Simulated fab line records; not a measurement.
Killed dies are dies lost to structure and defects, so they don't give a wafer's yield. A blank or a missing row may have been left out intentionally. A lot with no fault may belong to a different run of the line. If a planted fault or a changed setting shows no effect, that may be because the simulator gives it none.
Which of the tools did it? | flow sky130 | 6 lots with 18 wafers sampled at 4 steps, on a route of 708 steps

## WHAT EACH GAUGE READ, for each wafer
SKY_PAD_OPEN_BOW_MEAS_13.
lot  | measured     | on           | PAD_OPEN_BOW (um)
L182 | day 46 02:41 | filmMetro-02 | 51 57 57
L184 | day 46 10:02 | filmMetro-04 | 37 37 42
L187 | day 47 11:28 | filmMetro-01 | 35 57 57
L190 | day 47 20:51 | filmMetro-02 | 45 48 56
L198 | day 49 20:54 | filmMetro-02 | 54 39 51
L203 | day 50 19:37 | filmMetro-01 | 44 43 45

## TOOL THAT RAN EACH LOT (tool first, then ch and the chambers of the sampled wafers, then the start)
lot  | SKY_SONOS_ONO_STRIP_17              | SKY_METAL4_DESCUM_15             | SKY_METAL5_DESCUM_14
L182 | plasmaAsher-02 ch 1, day 13 00:47   | rieMetal-02 ch 0,1, day 42 02:16 | rieMetal-03 ch 0,1, day 44 02:34
L184 | plasmaAsher-04 ch 0,1, day 13 10:05 | rieMetal-02 ch 0,1, day 42 11:07 | rieMetal-01 ch 0,1, day 44 11:46
L187 | plasmaAsher-04 ch 0,1, day 14 17:42 | rieMetal-04 ch 0,1, day 43 17:04 | rieMetal-02 ch 0, day 45 15:11
L190 | plasmaAsher-01 ch 0,1, day 15 12:43 | rieMetal-02 ch 0,1, day 44 03:44 | rieMetal-02 ch 0, day 46 01:17
L198 | plasmaAsher-04 ch 0,1, day 18 03:35 | rieMetal-04 ch 0,1, day 46 12:53 | rieMetal-01 ch 0,1, day 48 06:28
L203 | plasmaAsher-01 ch 0,1, day 20 12:16 | rieMetal-01 ch 0,1, day 47 15:50 | rieMetal-03 ch 0, day 49 07:39
- SKY_SONOS_ONO_STRIP_17: strips in O2/N2.
- SKY_METAL4_DESCUM_15: chemistry O2, time 8 s.
- SKY_METAL5_DESCUM_14: chemistry O2, time 11 s.

## THE ANSWER, worked out from the rows above alone
Rule: the lots themselves supply what counts as usual. Put in order of their means at a reading, lots are off if they are a third of the lots or fewer, leave a main group of 4 or more, and stand apart from it by a gap of 3 or more times the standard deviation of the main group's means; of several such gaps the widest counts. If all means in a main group match to the digits the tables above print for the reading, that group is not used. Also off: a lot with no number at a reading for which 4 or more lots have one. The other lots that the step has rows for count as sound.
No lot is off at any reading shown: from this, nothing can be told.

## WHAT THE SIMULATOR HAD PUT IN
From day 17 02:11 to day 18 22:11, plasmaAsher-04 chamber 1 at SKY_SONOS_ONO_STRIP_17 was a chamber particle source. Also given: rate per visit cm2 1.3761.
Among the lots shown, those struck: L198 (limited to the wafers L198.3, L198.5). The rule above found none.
